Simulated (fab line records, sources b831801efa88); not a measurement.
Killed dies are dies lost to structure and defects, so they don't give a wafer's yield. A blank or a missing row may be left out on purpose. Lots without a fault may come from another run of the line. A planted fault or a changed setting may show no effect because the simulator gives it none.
One fault seen from 2 desks | flow gf180mcu | each desk has only its own numbers; what lay behind them comes last

THE TOOL OWNER'S DESK: hdpcvd-02
The tool's own readings at GF_V4_CVD_00 (deposits SiO2, target thk 600 nm, time 100 s): means of the sampled wafers that have a number, for each lot that ran on this tool. A lot is out of limits, marked OUT, if its mean lies more than 4 standard deviations from the usual mean; the brackets give that distance.
Columns: A = sih4_flow_sccm at GF_V4_CVD_00, usual 60.00 sccm; B = susceptor_temp_C at GF_V4_CVD_00, usual 400.02 C
lot  | first seen here | A               | B
L829 | day 23 15:58    | 59.97           | 400.06
L831 | day 24 13:03    | 52.03 (-50) OUT | 400.20
L833 | day 25 04:47    | 55.88 (-26) OUT | 400.06
L842 | day 28 01:22    | 59.77           | 399.95
L844 | day 28 17:10    | 59.93           | 400.05
L846 | day 29 08:45    | 60.02           | 400.13
L847 | day 29 11:41    | 60.08           | 400.16
This desk's finding: out of limits on L831, L833; first on L831, day 24 13:03 (sih4_flow_sccm at GF_V4_CVD_00). In limits: L829, L842, L844, L846, L847.

THE METROLOGY DESK
What the gauges read, lot by lot, whatever tool the lot ran on: means of the sampled wafers that have a number. A lot is out of limits, marked OUT, if its mean lies more than 4 standard deviations from the usual mean; the brackets give that distance.
Columns: A = V3_CVD_00_THK at GF_V3_THK_MEAS_01, usual 600 nm; B = V4_CVD_00_THK at GF_V4_THK_MEAS_01, usual 600 nm
lot  | first seen here | A   | B
L829 | day 21 14:26    | 599 | 600
L830 | day 22 08:52    | 595 | 602
L831 | day 22 13:37    | 603 | 513 (-16) OUT
L833 | day 23 05:58    | 595 | 560 (-7.3) OUT
L841 | day 26 04:05    | 599 | 606
L842 | day 26 05:14    | 606 | 602
L843 | day 26 17:17    | 592 | 593
L844 | day 26 22:55    | 604 | 599
L846 | day 27 13:41    | 598 | 591
L847 | day 27 16:58    | 601 | 598
L848 | day 28 06:17    | 598 | 595
L849 | day 28 08:06    | 595 | 601
L850 | day 28 15:07    | 608 | 602
This desk's finding: out of limits on L831, L833; first on L831, day 24 13:09 (V4_CVD_00_THK at GF_V4_THK_MEAS_01). In limits: L829, L830, L841, L842, L843, L844, L846, L847, L848, L849, L850.

PUT TOGETHER
The tool owner's desk could have raised an alarm at day 24 13:03, on L831, L833.
The metrology desk could have raised an alarm at day 24 13:09, on L831, L833.
Of the lots named, all ran GF_V4_CVD_00 on hdpcvd-02.

WHAT THE SIMULATOR HAD PUT IN
Process parameter drift: hdpcvd-02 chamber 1, from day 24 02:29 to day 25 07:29, at GF_V4_CVD_00. Setting sih4_flow_sccm, moved by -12, from 60. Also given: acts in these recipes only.
Lots struck among those shown: L831, L833.
Hours from the fault's start to each desk's first reading out of limits: the tool owner's desk, 11; the metrology desk, 11.
